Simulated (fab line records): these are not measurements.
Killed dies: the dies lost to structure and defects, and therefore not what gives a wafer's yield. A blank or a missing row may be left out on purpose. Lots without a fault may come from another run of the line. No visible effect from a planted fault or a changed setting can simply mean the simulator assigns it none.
The tool behind it: which one? :: flow sfqLine :: 39 wafers sampled from 13 lots at 1 step of a route of 325

## WHAT THE GAUGES SHOWED, per wafer
SFQ_I0_BOW_MEAS_907. Usual: I0_BOW gives 1 um (standard deviation 6.1).
lot: L680
measured: day 12 04:16
on: filmMetro-01
I0_BOW (um): -9 0 0
flag: 

lot: L686
measured: day 14 14:40
on: filmMetro-01
I0_BOW (um): 9 -2 -2
flag: 

lot: L687
measured: day 15 04:58
on: filmMetro-04
I0_BOW (um): 6 -4 2
flag: 

lot: L689
measured: day 15 20:21
on: filmMetro-04
I0_BOW (um): 0 -7 1
flag: 

lot: L690
measured: day 15 23:41
on: filmMetro-02
I0_BOW (um): 0 -3 5
flag: 

lot: L691
measured: day 16 07:58
on: filmMetro-01
I0_BOW (um): -1 -2 -5
flag: 

lot: L692
measured: day 16 16:23
on: filmMetro-01
I0_BOW (um): -6 -2 3
flag: 

lot: L695
measured: day 17 16:12
on: filmMetro-04
I0_BOW (um): 7 -15 -6
flag: 

lot: L696
measured: day 17 21:36
on: filmMetro-04
I0_BOW (um): 5 4 -3
flag: 

lot: L698
measured: day 19 04:23
on: filmMetro-02
I0_BOW (um): -4 4 4
flag: 

lot: L699
measured: day 19 10:24
on: filmMetro-04
I0_BOW (um): 4 -3 -1
flag: 

lot: L701
measured: day 19 22:37
on: filmMetro-01
I0_BOW (um): -2 6 8
flag: 

lot: L703
measured: day 21 01:59
on: filmMetro-02
I0_BOW (um): 1 13 -2
flag: 

## TOOL THAT RAN EACH LOT (tool first, then ch and the chambers of the sampled wafers, then the start)
The record holds no process step before these readings.

## AS READ BY THE TOOLS THEMSELVES (means over the sampled wafers that have a number; for cases with no such wafer, the mark the record gives instead)
The record holds no such reading with a usual standard deviation.

## THE ANSWER, worked out from the rows above alone
Rule: a lot counts as off when the mean over its wafers that have a number is more than 3 standard deviations away from the usual mean. A lot without any number at a reading at which 4 lots or more have one is off too. Where the step has rows for the other lots, those lots are counted as sound. Order of review: gauges by route order, followed by the tools' own readings, for which a lot's mean as printed above is used. The first step at which some lot is off is used, and at that step the reading that is off furthest; a lot without a number counts as furthest.
No lot is off on any of the readings shown, so nothing can be concluded from this.

## WHAT THE SIMULATOR PUT IN
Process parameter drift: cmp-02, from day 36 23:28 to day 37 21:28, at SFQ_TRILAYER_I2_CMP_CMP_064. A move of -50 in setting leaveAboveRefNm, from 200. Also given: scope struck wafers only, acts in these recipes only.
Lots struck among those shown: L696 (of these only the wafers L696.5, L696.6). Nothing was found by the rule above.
